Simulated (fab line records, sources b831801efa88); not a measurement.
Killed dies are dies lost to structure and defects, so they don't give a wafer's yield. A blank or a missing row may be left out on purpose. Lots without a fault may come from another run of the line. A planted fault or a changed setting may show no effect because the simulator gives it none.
One fault seen from 2 desks | flow sky130 | each desk has only its own numbers; what lay behind them comes last

THE TOOL OWNER'S DESK: pecvd-04
The tool's own readings at SKY_PASSIVATION_CVD_02 (deposits Si3N4, target thk 540 nm): means of the sampled wafers that have a number, for each lot that ran on this tool. A lot is out of limits, marked OUT, if its mean lies more than 4 standard deviations from the usual mean; the brackets give that distance.
Columns: A = heater_power_w at SKY_PASSIVATION_CVD_02, usual 716 W; B = rf_fwd_power_W at SKY_PASSIVATION_CVD_02, usual 449.2 W
lot  | first seen here | A   | B
L312 | day 45 03:52    | 705 | 449.3
L318 | day 46 13:10    | 606 | 447.7
L319 | day 47 00:27    | 836 | 449.1
L320 | day 47 01:50    | 782 | 509.6 (+50) OUT
L324 | day 47 22:25    | 594 | 629.9 (+99 or more) OUT
This desk's finding: out of limits on L320, L324; first on L320, day 47 01:50 (rf_fwd_power_W at SKY_PASSIVATION_CVD_02). In limits: L312, L318, L319.

THE METROLOGY DESK
What the gauges read, lot by lot, whatever tool the lot ran on: means of the sampled wafers that have a number. A lot is out of limits, marked OUT, if its mean lies more than 4 standard deviations from the usual mean; the brackets give that distance.
Columns: A = PASSIVATION_CVD_02_THK at SKY_PASSIVATION_THK_MEAS_03, usual 540 nm
lot  | first seen here | A
L312 | day 45 04:05    | 539
L316 | day 46 10:03    | 544
L318 | day 46 13:24    | 540
L319 | day 47 00:41    | 538
L320 | day 47 02:05    | 555
L321 | day 47 10:04    | 534
L323 | day 47 16:20    | 542
L324 | day 47 22:35    | 604 (+8.4) OUT
L326 | day 48 12:49    | 538
L327 | day 48 23:52    | 536
L329 | day 49 01:02    | 527
L330 | day 49 05:55    | 542
This desk's finding: out of limits on L324; first on L324, day 47 22:35 (PASSIVATION_CVD_02_THK at SKY_PASSIVATION_THK_MEAS_03). In limits: L312, L316, L318, L319, L320, L321, L323, L326, L327, L329, L330.

PUT TOGETHER
The tool owner's desk could have raised an alarm at day 47 01:50, on L320, L324.
The metrology desk could have raised an alarm at day 47 22:35, on L324.
The metrology desk has L320 on record, within its limits.
Of the lots named, all ran SKY_PASSIVATION_CVD_02 on pecvd-04.

WHAT THE SIMULATOR HAD PUT IN
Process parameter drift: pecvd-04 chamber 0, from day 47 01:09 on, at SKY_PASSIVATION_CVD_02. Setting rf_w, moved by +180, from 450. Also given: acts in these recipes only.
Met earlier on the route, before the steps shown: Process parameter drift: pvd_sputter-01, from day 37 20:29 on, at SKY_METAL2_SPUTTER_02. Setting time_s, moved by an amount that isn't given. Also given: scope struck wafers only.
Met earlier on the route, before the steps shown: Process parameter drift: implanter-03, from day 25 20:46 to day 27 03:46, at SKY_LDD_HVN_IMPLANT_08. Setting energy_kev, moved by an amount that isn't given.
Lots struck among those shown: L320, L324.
Hours from the fault's start to each desk's first reading out of limits: the tool owner's desk, 1; the metrology desk, 21.
